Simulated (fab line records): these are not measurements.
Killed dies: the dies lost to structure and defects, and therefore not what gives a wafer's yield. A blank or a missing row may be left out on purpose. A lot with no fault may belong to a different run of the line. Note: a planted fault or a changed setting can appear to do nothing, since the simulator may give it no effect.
Which tool was responsible?	flow gf180mcu	Sampling: 6 lots, 18 wafers, 4 of 602 route steps

WHAT THE GAUGES READ, wafer by wafer
GF_V3_THK_MEAS_01.
lot	measured	on	V3_CVD_00_THK (nm)
L845	day 22 18:32	film metro-01	592 598 596
L848	day 23 19:58	film metro-02	596 592 600
L851	day 24 14:57	film metro-02	597 604 906
L859	day 27 06:04	film metro-04	612 611 605
L862	day 28 04:34	film metro-01	607 605 601
L864	day 28 15:22	film metro-02	602 603 615

TOOL THAT RAN EACH LOT (tool first, then ch and the chambers of the sampled wafers, then the start)
lot	GF_M1_SPUTTER_03	GF_V1_ETCH_16	GF_V3_CVD_00
L845	pvd sputter-04, day 17 11:55	rie diel-02 ch 0,1,2, day 19 13:19	hdpcvd-02 ch 0,1,2, day 22 18:28
L848	pvd sputter-04, day 18 13:35	rie diel-02 ch 0,1,3, day 20 16:11	hdpcvd-02 ch 0,1,2, day 23 19:53
L851	pvd sputter-03, day 19 09:54	rie diel-02 ch 0,3, day 21 12:33	hdpcvd-02 ch 0,2, day 24 14:52
L859	pvd sputter-03, day 22 10:20	rie diel-02 ch 0,3, day 24 09:11	hdpcvd-01 ch 0,1, day 27 05:59
L862	pvd sputter-04, day 23 13:23	rie diel-01 ch 0,2,3, day 25 10:38	hdpcvd-02 ch 0,1, day 28 04:30
L864	pvd sputter-01, day 24 00:35	rie diel-01 ch 0,1,2, day 25 21:37	hdpcvd-02 ch 0,1,2, day 28 15:18
- GF_M1_SPUTTER_03: material Ti, target thk 10 nm, time 6.7 s.
- GF_V1_ETCH_16: etches BARC in N2/H2.
- GF_V3_CVD_00: deposits SiO2, target thk 600 nm, time 100 s.

THE ANSWER, worked out from the rows above alone
Rule: the lots themselves supply what counts as usual. Put in order of their means at a reading, lots are off if they are a third of the lots or fewer, leave a main group of 4 or more, and stand apart from it by a gap of 3 or more times the standard deviation of the main group's means; of several such gaps the widest counts. If all means in a main group match to the digits the tables above print for the reading, that group is not used. Also off: a lot with no number at a reading for which 4 or more lots have one. The other lots that the step has rows for count as sound.
Off: at GF_V3_THK_MEAS_01 (V3_CVD_00_THK), L851. The main group: mean 602 nm, standard deviation 5.7.
If a tool, at a process step before that reading, ran all the lots that are off and no sound lot after the first of them, it fits. Gauges at GF_V3_THK_MEAS_01: tried the same way as those tools. No candidate that was tried fits.

WHAT THE SIMULATOR PUT IN
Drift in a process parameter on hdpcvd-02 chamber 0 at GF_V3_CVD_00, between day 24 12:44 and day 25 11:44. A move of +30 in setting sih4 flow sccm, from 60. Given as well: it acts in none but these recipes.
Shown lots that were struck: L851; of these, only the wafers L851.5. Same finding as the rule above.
